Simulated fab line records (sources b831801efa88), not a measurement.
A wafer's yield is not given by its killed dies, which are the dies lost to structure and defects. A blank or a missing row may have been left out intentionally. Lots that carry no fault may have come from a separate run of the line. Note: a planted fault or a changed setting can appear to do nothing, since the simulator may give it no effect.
fab line records | flow sky130
record: lots: 7 | wafers: 21 | lastDay: 50
route steps=708 shown LDD_N@239 PAD_OPEN@708
lots that met no fault: taken from a fault-free run of the same line
startH: start of the lot's first displayed wafer, in hours after the record's first day | waitH: time in hours since the lot's previous step | " same as the row above | L1.1+2: one row covering several wafers at once | - no value present, or no start provided | * or withheld: withheld | < > ~ a bound
route shown NAME@n: NAME is a module with steps in the file, n the number in the route of the first one | usual: mean and standard deviation over wafers with no fault | same: alike in all rows | chamber/n: place in a boat | sites: readings site by site | _std_site: the values' standard deviation | _edge_site: the outer-site mean with the inner-site mean subtracted | radiusMm: for every site, how far away it sits from the centre of the wafer | mask NAME#n: copy n | behind: the tool/chamber that last shaped the wafer | hold: what put the lot on hold/how long, in hours/how the hold closed | device: which transistor (n, p or np) failed to switch | end of line: the same wafers' tests at the end of the route | where a step has no rows: the recipe by itself | killed: dies lost to structure and defects at the first sort, not the wafer's yield | map: shows each die of a wafer: x if killed, . if not, _ if none is there
set.NAME: the setting as run; set.NAME@STEP: as run at that earlier step | model.NAME: the simulator's own value behind a step, which no gauge read
lots at some steps of the route; a table a step, a row a wafer
services: the hour from which a tool's chamber was out of use, counted from the record's first day as startH (under 0 if before that day), plus the number of hours and why
== steps ==
step: SKY_LDD_N_COAT_02
recipe: resist: NOVOLAK | spinRpm: 3000 | resistThkNm: 300
step: SKY_LDD_N_SOFTBAKE_03
recipe: tempC: 90 | timeS: 60 | resist: NOVOLAK
step: SKY_LDD_N_EXPOSE_04
recipe: maskId: NTM | targetCdNm: 840 | na: 0.6 | sourceShape: conventional | sigmaOuter: 0.6 | doseMj: 110
step: SKY_LDD_N_PEB_05
recipe: tempC: withheld | timeS: * | resist: NOVOLAK
step: SKY_LDD_N_DEVELOP_06
recipe: developTimeS: 60 | devTempC: 23
step: SKY_LDD_N_OVL_MEAS_07
usual: LDD_N_OVL: -0.1/1.3
lot.wafer | tool       | chamber | startH | waitH | LDD_N_OVL[nm]
L748.3    | overlay-02 | -       | 436.93 | 0.1   | -0.7
L748.4    | "          | -       | "      | "     | 0.4
L748.6    | "          | -       | "      | "     | 2.0
L749.2    | overlay-02 | -       | 437.46 | 0.1   | 1.9
L749.4    | "          | -       | "      | "     | 2.2
L749.5    | "          | -       | "      | "     | 1.0
L758.2    | overlay-01 | -       | 527.50 | 0.1   | -1.7
L758.4    | "          | -       | "      | "     | -0.5
L758.5    | "          | -       | "      | "     | 0.6
L759.2    | overlay-01 | -       | 543.00 | 0.1   | 0.7
L759.5    | "          | -       | "      | "     | 2.5
L759.6    | "          | -       | "      | "     | 1.1
L761.4    | overlay-01 | -       | 552.12 | 0.1   | -1.4
L761.5    | "          | -       | "      | "     | -2.9
L761.6    | "          | -       | "      | "     | -2.3
L765.2    | overlay-01 | -       | 593.05 | 0.1   | -1.7
L765.3    | "          | -       | "      | "     | 0.2
L765.6    | "          | -       | "      | "     | 0.2
L767.2    | overlay-01 | -       | 601.30 | 0.1   | -0.6
L767.3    | "          | -       | "      | "     | -1.7
L767.4    | "          | -       | "      | "     | 0.1
step: SKY_LDD_N_IMPLANT_08
recipe: species: As | energyKev: 20 | doseCm2: 7.5e+13 | tiltDeg: withheld | rotationDeg: 23
step: SKY_LDD_N_IMPLANT_09
recipe: species: As | energyKev: 20 | doseCm2: 7.5e+13 | tiltDeg: withheld | rotationDeg: 113
step: SKY_LDD_N_IMPLANT_10
recipe: species: As | energyKev: 20 | doseCm2: 7.5e+13 | tiltDeg: withheld | rotationDeg: 203
step: SKY_LDD_N_IMPLANT_11
recipe: species: As | energyKev: 20 | doseCm2: 7.5e+13 | tiltDeg: withheld | rotationDeg: 293
step: SKY_LDD_N_IMPLANT_12
recipe: species: BF2 | energyKev: 50 | doseCm2: 5e+12 | tiltDeg: 30 | rotationDeg: 0
step: SKY_LDD_N_IMPLANT_13
recipe: species: BF2 | energyKev: 50 | doseCm2: 5e+12 | tiltDeg: 30 | rotationDeg: 90
step: SKY_LDD_N_IMPLANT_14
recipe: species: BF2 | energyKev: 50 | doseCm2: 5e+12 | tiltDeg: 30 | rotationDeg: 180
usual: beamEnergyKeV: 49.997/0.017
same: implantIonAmu: 49
lot.wafer | tool         | chamber | startH | waitH | beamEnergyKeV | model.implant.rpNm | model.implant.drpNm
L748.3    | implanter-02 | 0       | 437.90 | 0.1   | 50.009        | 32.72              | 18.83
L748.4    | "            | 0       | "      | "     | 50.024        | 32.72              | 18.83
L748.6    | "            | 0       | "      | "     | 50.008        | 32.72              | 18.83
L749.2    | implanter-04 | 0       | 438.41 | 0.1   | 49.990        | 33.21              | 18.83
L749.4    | "            | 0       | "      | "     | 49.958        | 33.21              | 18.83
L749.5    | "            | 0       | "      | "     | 49.990        | 33.21              | 18.83
L758.2    | implanter-02 | 0       | 528.46 | 0.1   | 52.581        | 34.29              | 19.54
L758.4    | "            | 0       | "      | "     | 52.580        | 34.29              | 19.54
L758.5    | "            | 0       | "      | "     | 52.581        | 34.29              | 19.54
L759.2    | implanter-02 | 0       | 543.96 | 0.1   | 52.555        | 34.6               | 19.54
L759.5    | "            | 0       | "      | "     | 52.556        | 34.6               | 19.54
L759.6    | "            | 0       | "      | "     | 52.570        | 34.6               | 19.54
L761.4    | implanter-02 | 0       | 553.11 | 0.1   | 52.588        | 35.07              | 19.54
L761.5    | "            | 0       | "      | "     | 52.595        | 35.07              | 19.54
L761.6    | "            | 0       | "      | "     | 52.593        | 35.07              | 19.54
L765.2    | implanter-04 | 0       | 594.01 | 0.1   | 49.991        | 32.19              | 18.83
L765.3    | "            | 0       | "      | "     | 49.989        | 32.19              | 18.83
L765.6    | "            | 0       | "      | "     | 49.970        | 32.19              | 18.83
L767.2    | implanter-01 | 0       | 602.26 | 0.1   | 49.995        | 32.47              | 18.83
L767.3    | "            | 0       | "      | "     | 50.011        | 32.47              | 18.83
L767.4    | "            | 0       | "      | "     | 50.017        | 32.47              | 18.83
step: SKY_LDD_N_IMPLANT_15
recipe: species: BF2 | energyKev: 50 | doseCm2: 5e+12 | tiltDeg: 30 | rotationDeg: 270
step: SKY_PAD_OPEN_PROBE_99
usual: killed_at_M0_to_M3: 43/7.1 | killed_at_M4_up: 3.2/1.7 | killedAtContacts: 24/5.6 | killedAtFrontEnd: 16/5 | killedAtOther: 0.4/0.68 | killedDies: 86/9.3 | killedOpen: 47/7.1 | killedShort: 39/5.7
same: grossDies: 492 | killedAtBackSide: 0
lot.wafer | tool      | chamber | startH  | waitH | killed_at_M0_to_M3 | killed_at_M4_up | killedAtContacts | killedAtFrontEnd | killedAtOther | killedDies | killedOpen | killedShort
L748.3    | prober-02 | -       | 1099.30 | 0.2   | 36                 | 3               | 25               | 6                | 1             | 71         | 45         | 26
L748.4    | prober-02 | -       | 1099.35 | 0.2   | 35                 | 7               | 30               | 7                | 1             | 80         | 42         | 38
L748.6    | prober-02 | -       | 1099.45 | 0.2   | 41                 | 0               | 25               | 14               | 0             | 80         | 47         | 33
L749.2    | prober-01 | -       | 1102.45 | 0.1   | 51                 | 5               | 15               | 14               | 2             | 87         | 51         | 36
L749.4    | prober-01 | -       | 1102.55 | 0.2   | 46                 | 0               | 25               | 10               | 0             | 81         | 45         | 35
L749.5    | prober-01 | -       | 1102.60 | 0.2   | 40                 | 1               | 21               | 10               | 0             | 72         | 36         | 36
L758.2    | prober-02 | -       | 1155.68 | 0.1   | 54                 | 1               | 18               | 19               | 1             | 93         | 62         | 30
L758.4    | prober-02 | -       | 1155.78 | 0.2   | 38                 | 1               | 34               | 17               | 0             | 90         | 49         | 41
L758.5    | prober-02 | -       | 1155.83 | 0.2   | 43                 | 1               | 15               | 13               | 0             | 72         | 45         | 27
L759.2    | prober-01 | -       | 1167.43 | 0.1   | 69                 | 3               | 20               | 12               | 0             | 104        | 54         | 50
L759.5    | prober-01 | -       | 1167.58 | 0.2   | 39                 | 4               | 24               | 14               | 0             | 81         | 42         | 38
L759.6    | prober-01 | -       | 1167.63 | 0.2   | 42                 | 4               | 24               | 15               | 3             | 88         | 39         | 46
L761.4    | prober-02 | -       | 1169.24 | 0.2   | 49                 | 4               | 25               | 20               | 0             | 98         | 48         | 50
L761.5    | prober-02 | -       | 1169.29 | 0.2   | 50                 | 2               | 27               | 13               | 0             | 92         | 57         | 35
L761.6    | prober-02 | -       | 1169.34 | 0.2   | 47                 | 2               | 23               | 18               | 0             | 90         | 49         | 41
L765.2    | prober-02 | -       | 1193.83 | 0.1   | 39                 | 2               | 24               | 13               | 0             | 78         | 41         | 37
L765.3    | prober-02 | -       | 1193.88 | 0.2   | 37                 | 1               | 28               | 15               | 0             | 81         | 47         | 34
L765.6    | prober-02 | -       | 1194.03 | 0.2   | 36                 | 3               | 20               | 16               | 0             | 75         | 39         | 36
killed by level:class
L748.3 LI_CONTACT:geometricParticle:open=12 CONTACT:geometricParticle:open=11 VIA3:geometricParticle:open=8 VIA1:geometricParticle:short=7 VIA1:geometricParticle:open=6 VIA2:geometricParticle:short=4 METAL1:geometricParticle:short=3 METAL4:geometricParticle:short=3
L748.4 CONTACT:geometricParticle:open=11 LI_CONTACT:geometricParticle:open=9 CONTACT:geometricParticle:short=7 VIA1:geometricParticle:open=6 METAL1:geometricParticle:short=6 VIA3:geometricParticle:open=6 VIA2:geometricParticle:short=4 METAL4:geometricParticle:short=4
L748.6 VIA1:geometricParticle:open=14 CONTACT:geometricParticle:open=12 FIELD_ISO:geometricParticle:short=8 VIA3:geometricParticle:open=7 LI_CONTACT:geometricParticle:open=5 VIA1:geometricParticle:short=5 VIA3:geometricParticle:short=4 FIELD_ISO:geometricParticle:open=3
L749.2 VIA1:geometricParticle:open=15 VIA2:geometricParticle:open=9 POLY_GATE:geometricParticle:open=6 VIA3:geometricParticle:short=5 CONTACT:geometricParticle:open=5 VIA1:geometricParticle:short=5 LI_CONTACT:geometricParticle:open=4 VIA2:geometricParticle:short=4
L749.4 VIA1:geometricParticle:open=12 LI_CONTACT:geometricParticle:open=9 VIA3:geometricParticle:open=9 VIA2:geometricParticle:open=7 LOCAL_INTERCONNECT:geometricParticle:short=6 CONTACT:geometricParticle:open=6 FIELD_ISO:geometricParticle:short=5 METAL2:geometricParticle:short=5
L749.5 VIA1:geometricParticle:open=11 VIA2:geometricParticle:open=6 CONTACT:geometricParticle:short=5 CONTACT:geometricParticle:open=5 METAL2:geometricParticle:short=5 VIA3:geometricParticle:open=5 VIA1:geometricParticle:short=4 FIELD_ISO:geometricParticle:open=4
L758.2 VIA1:geometricParticle:open=21 CONTACT:geometricParticle:open=8 VIA3:geometricParticle:open=7 POLY_GATE:geometricParticle:open=6 LI_CONTACT:geometricParticle:open=6 VIA1:geometricParticle:short=6 VIA3:geometricParticle:short=5 METAL1:geometricParticle:short=4
L758.4 CONTACT:geometricParticle:open=16 VIA1:geometricParticle:open=11 VIA3:geometricParticle:short=7 LI_CONTACT:geometricParticle:open=6 FIELD_ISO:geometricParticle:open=5 CONTACT:geometricParticle:short=5 LOCAL_INTERCONNECT:geometricParticle:short=4 METAL1:geometricParticle:short=4
L758.5 VIA1:geometricParticle:open=9 METAL1:geometricParticle:short=7 VIA3:geometricParticle:open=7 POLY_GATE:geometricParticle:open=6 LI_CONTACT:geometricParticle:open=6 CONTACT:geometricParticle:open=4 VIA1:geometricParticle:short=4 METAL2:geometricParticle:open=4
L759.2 VIA1:geometricParticle:open=17 METAL1:geometricParticle:short=9 VIA2:geometricParticle:open=8 VIA2:geometricParticle:short=7 VIA1:geometricParticle:short=7 LI_CONTACT:geometricParticle:open=6 CONTACT:geometricParticle:short=5 METAL2:geometricParticle:short=5
L759.5 VIA1:geometricParticle:open=9 CONTACT:geometricParticle:open=9 VIA1:geometricParticle:short=8 METAL1:geometricParticle:short=7 CONTACT:geometricParticle:short=6 FIELD_ISO:geometricParticle:open=5 FIELD_ISO:geometricParticle:short=5 LI_CONTACT:geometricParticle:open=5
L759.6 VIA1:geometricParticle:open=9 CONTACT:geometricParticle:open=8 POLY_GATE:geometricParticle:short=6 METAL1:geometricParticle:short=6 VIA1:geometricParticle:short=5 METAL3:geometricParticle:short=5 CONTACT:geometricParticle:short=4 LI_CONTACT:geometricParticle:open=4
L761.4 VIA1:geometricParticle:open=15 CONTACT:geometricParticle:open=8 METAL1:geometricParticle:short=8 VIA1:geometricParticle:short=8 FIELD_ISO:geometricParticle:short=7 CONTACT:geometricParticle:short=5 LI_CONTACT:geometricParticle:open=5 VIA2:geometricParticle:open=5
L761.5 CONTACT:geometricParticle:open=11 VIA2:geometricParticle:open=10 VIA3:geometricParticle:open=9 LI_CONTACT:geometricParticle:open=7 METAL1:geometricParticle:short=7 LOCAL_INTERCONNECT:geometricParticle:short=5 VIA1:geometricParticle:short=5 VIA1:geometricParticle:open=5
L761.6 LI_CONTACT:geometricParticle:open=8 VIA1:geometricParticle:open=8 VIA2:geometricParticle:short=7 POLY_GATE:geometricParticle:open=6 POLY_GATE:geometricParticle:short=6 CONTACT:geometricParticle:short=6 CONTACT:geometricParticle:open=6 VIA1:geometricParticle:short=6
L765.2 CONTACT:geometricParticle:open=13 VIA1:geometricParticle:open=8 METAL2:geometricParticle:short=7 POLY_GATE:geometricParticle:short=5 CONTACT:geometricParticle:short=5 METAL1:geometricParticle:short=4 VIA2:geometricParticle:short=4 FIELD_ISO:geometricParticle:open=3
L765.3 VIA1:geometricParticle:open=12 CONTACT:geometricParticle:open=9 LOCAL_INTERCONNECT:geometricParticle:short=7 CONTACT:geometricParticle:short=7 VIA2:geometricParticle:open=6 VIA3:geometricParticle:open=6 FIELD_ISO:geometricParticle:short=4 FIELD_ISO:geometricParticle:open=4
L765.6 LI_CONTACT:geometricParticle:open=8 LOCAL_INTERCONNECT:geometricParticle:short=7 VIA3:geometricParticle:open=7 FIELD_ISO:geometricParticle:open=6 METAL1:geometricParticle:short=6 VIA1:geometricParticle:open=6 VIA2:geometricParticle:short=4 POLY_GATE:geometricParticle:short=4
== services ==
tool         | chamber | startH | hours | kind
implanter-04 | -       | 419.71 | 4.8   | repair
implanter-01 | -       | 431.34 | 1.6   | pm
implanter-01 | -       | 483.29 | 4.3   | pm
implanter-01 | -       | 522.02 | 2.6   | repair
implanter-01 | -       | 549.27 | 2.1   | repair
implanter-01 | -       | 556.24 | 2.5   | repair
implanter-01 | -       | 565.66 | 2.5   | repair
implanter-02 | -       | 593.64 | 5.1   | pm
== key ==
firstSign: step: SKY_LDD_N_IMPLANT_14 | reading: beamEnergyKeV | direction: up | sigmas: 99+ | usual: * | struck: *
effect none on later readings
modelEffect: step: SKY_LDD_N_IMPLANT_14 | value: implant.rpNm | without: 32.97 | struck: 34.65
metAt SKY_LDD_N_IMPLANT_14
struckWafers L758.2,L758.4,L758.5,L759.2,L759.5,L759.6,L761.4,L761.5,L761.6
testerLeftOut L758,L759,L761
onsetBetween 437.90 528.46
fault: kind: processParameterDrift | tool: implanter-02 | chamber: - | onsetH: 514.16 | steps: SKY_LDD_N_IMPLANT_14 | channel: energyKev | offset: * | shape: step | endH: 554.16 | actsIn: * | stated: *
testerLeftOut: of these lots the tester's yield and bins aren't shown, on N5 and GAA mostly nor the transistor test; their killed dies are dies lost to structure and defects alone, not to doping, threshold or leakage, so they don't give the yield
